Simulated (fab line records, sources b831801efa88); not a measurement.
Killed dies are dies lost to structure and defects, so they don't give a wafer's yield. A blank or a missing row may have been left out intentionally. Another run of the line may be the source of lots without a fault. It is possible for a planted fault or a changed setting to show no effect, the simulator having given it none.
Shared-tool check ; flow sky130 ; 33 wafers sampled across 11 lots

== WHAT PROMPTED THE OPENING ==
Of 11 lots, 3 have the reading POLY_GATE_CVD_00_THK flagged at SKY_POLY_GATE_THK_MEAS_01. No-fault wafers: 179.4 nm, standard deviation 1.4.
Rule: a lot gets a flag if all its wafers with a number sit over 4 standard deviations from that mean, or if no wafer of it has a number. As for the other lots, they are considered sound.

lot;measured;on;POLY_GATE_CVD_00_THK (nm), wafer by wafer;flag
L293;day 14 11:31;film metro-01;178.5 179.3 179.3;
L298;day 16 09:28;film metro-03;181.7 180.7 181.2;
L300;day 16 22:54;film metro-01;179.0 179.5 179.8;
L301;day 17 03:41;film metro-04;178.8 179.1 178.3;
L302;day 17 21:23;film metro-01;180.5 181.6 180.5;
L303;day 18 01:46;film metro-04;179.9 178.0 178.5;
L304;day 18 14:11;film metro-03;164.2 166.2 166.2;FLAGGED
L305;day 18 22:27;film metro-01;167.0 165.8 165.6;FLAGGED
L306;day 19 02:34;film metro-04;167.1 165.4 164.8;FLAGGED
L314;day 21 21:32;film metro-01;176.4 178.6 177.2;
L315;day 22 03:20;film metro-03;179.4 178.7 179.8;
On average the flagged lots' numbers are 165.8 nm, which is -13.6 nm against the usual, or -10 standard deviations.

== LOT BY LOT: THE TOOL USED ==
The record holds 1 process step before the reading, out of a route of 708 steps. Cell contents, in order: the tool; ch with the chambers the sampled wafers went through; the start.
lot;flag;SKY_POLY_GATE_CVD_00
L293;;lpcvd-01 ch 1, day 14 10:19
L298;;lpcvd-01 ch 0, day 16 08:16
L300;;lpcvd-01 ch 1, day 16 21:42
L301;;lpcvd-01 ch 0, day 17 02:29
L302;;lpcvd-01 ch 0, day 17 20:11
L303;;lpcvd-01 ch 0, day 18 00:34
L304;FLAGGED;lpcvd-01 ch 1, day 18 12:59
L305;FLAGGED;lpcvd-01 ch 1, day 18 21:15
L306;FLAGGED;lpcvd-01 ch 1, day 19 01:21
L314;;lpcvd-01 ch 0, day 21 20:20
L315;;lpcvd-01 ch 0, day 22 02:08
What these steps do:
- SKY_POLY_GATE_CVD_00: deposits poly-Si, target thk 180 nm, time 720 s.
- SKY_POLY_GATE_THK_MEAS_01

== FLAGGED AGAINST TOTAL, ONE TOOL AT A TIME (gauges that did the reading follow at the end) ==
step;tool;lots run;flagged;share of the flagged lots;sound lots run after its first flagged lot
SKY_POLY_GATE_CVD_00;lpcvd-01;11;3;all;2 (L314,L315)
SKY_POLY_GATE_THK_MEAS_01;film metro-01;5;1;some;1 (L314)
SKY_POLY_GATE_THK_MEAS_01;film metro-03;3;1;some;1 (L315)
SKY_POLY_GATE_THK_MEAS_01;film metro-04;3;1;some;0

== WHAT IS ALLOWED BY THE TABLE ==
Rows of the table that ran each flagged lot: 1, that is lpcvd-01 at SKY_POLY_GATE_CVD_00.
- lpcvd-01 at SKY_POLY_GATE_CVD_00: 3 of its 11 lots flagged. Sound lots ran on it after the first flagged one (L314, L315), which a lasting fault on the whole tool wouldn't allow.
Every row of the table either missed a flagged lot or ran a sound lot after the first.

== WHAT WAS PUT IN BY THE SIMULATOR ==
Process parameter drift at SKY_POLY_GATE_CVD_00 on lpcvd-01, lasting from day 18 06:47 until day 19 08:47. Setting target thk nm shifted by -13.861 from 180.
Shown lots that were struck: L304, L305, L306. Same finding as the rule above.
